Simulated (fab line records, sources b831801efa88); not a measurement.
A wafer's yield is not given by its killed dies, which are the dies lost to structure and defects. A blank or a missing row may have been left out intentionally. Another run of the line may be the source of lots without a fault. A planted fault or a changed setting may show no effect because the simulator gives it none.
Comparing a struck lot with a sound one || flow sky130 || 14 out of 708 route steps
Sound: wafers L989.2, L989.3, L989.5. Struck: wafers L988.1, L988.2, L988.3. Last of all comes the cause.
Per side, at each step with rows, come the tool, then ch with its chambers, and then its first start. Under that, the readings that differ: sound wafers || struck wafers || difference of the means || sigmas: that difference in standard deviations of wafers without a fault.
alike: a reading whose means differ by less than 2 such deviations, as well as words and numbers matching on both sides. not compared: withheld readings; readings where some wafer has no value; bounds like >300 that might hide an equal value; numbers whose values overlap and for which the record gives no deviation.
The two part at a step that has a row with sigmas, a row that says differs or no value, or rows on one side only. When numbers do not overlap yet have no deviation, they are printed without sigmas and do not part them. A reading that every wafer of one side lacks parts them only if that side has two wafers or more.

SKY_METAL1_SPUTTER_01: material TiN, target thk 20 nm, time 16.7 s.
  sound on pvd sputter-01, day 39 00:27; struck on pvd sputter-02, day 38 18:58
  alike: throttle valve pct
SKY_METAL1_SPUTTER_02: material AlCu, target thk 250 nm, time 13.3 s.
  sound on pvd sputter-01, day 39 00:28; struck on pvd sputter-02, day 38 18:59
  alike: throttle valve pct
SKY_METAL1_SPUTTER_03: material Ti, target thk 5 nm, time 3.3 s.
  sound on pvd sputter-01, day 39 00:30; struck on pvd sputter-02, day 38 19:01
  alike: throttle valve pct
SKY_METAL1_SPUTTER_04: material TiN, target thk 70 nm, time 58.3 s.
  sound on pvd sputter-01, day 39 00:31; struck on pvd sputter-02, day 38 19:02
  alike: throttle valve pct
SKY_METAL1_RS_MEAS_05: the measuring method here is four-point-probe.
  sound on film metro-04, day 39 00:35; struck on film metro-02, day 38 19:05
  alike: METAL1_ALCU_RS
SKY_METAL1_THK_MEAS_06: measures by xrf.
  sound on film metro-04, day 39 00:42; struck on film metro-02, day 38 19:12
  alike: METAL1_ALCU_THK
then, 6 steps without rows for these wafers: SKY_METAL1_DEHYDRATE_07 (time 60 s); SKY_METAL1_HMDS_08 (prime time 60 s); SKY_METAL1_COAT_09 (resist thk 60 nm); SKY_METAL1_COAT_10 (resist thk 450 nm); SKY_METAL1_SOFTBAKE_11 (time 90 s); SKY_METAL1_EXPOSE_12 (exposes mask MM1, target cd 140 nm).
SKY_METAL1_PEB_13:
  sound on litho track-02 ch 0, day 40 01:00; struck on litho track-01, day 39 19:00
{"reading": "exhaust pa (Pa)", "sound": "44.8 46.2 44.8", "struck": "- - -", "difference": "no value on the struck wafers", "sigmas": ""}
  not compared: chill plate temp C, resist line temp C
then, 1 step without rows for these wafers: SKY_METAL1_DEVELOP_14 (develop time 60 s).

## WHERE THEY PART
SKY_METAL1_PEB_13 only, going by this record.

WHY: whatever the simulator had introduced
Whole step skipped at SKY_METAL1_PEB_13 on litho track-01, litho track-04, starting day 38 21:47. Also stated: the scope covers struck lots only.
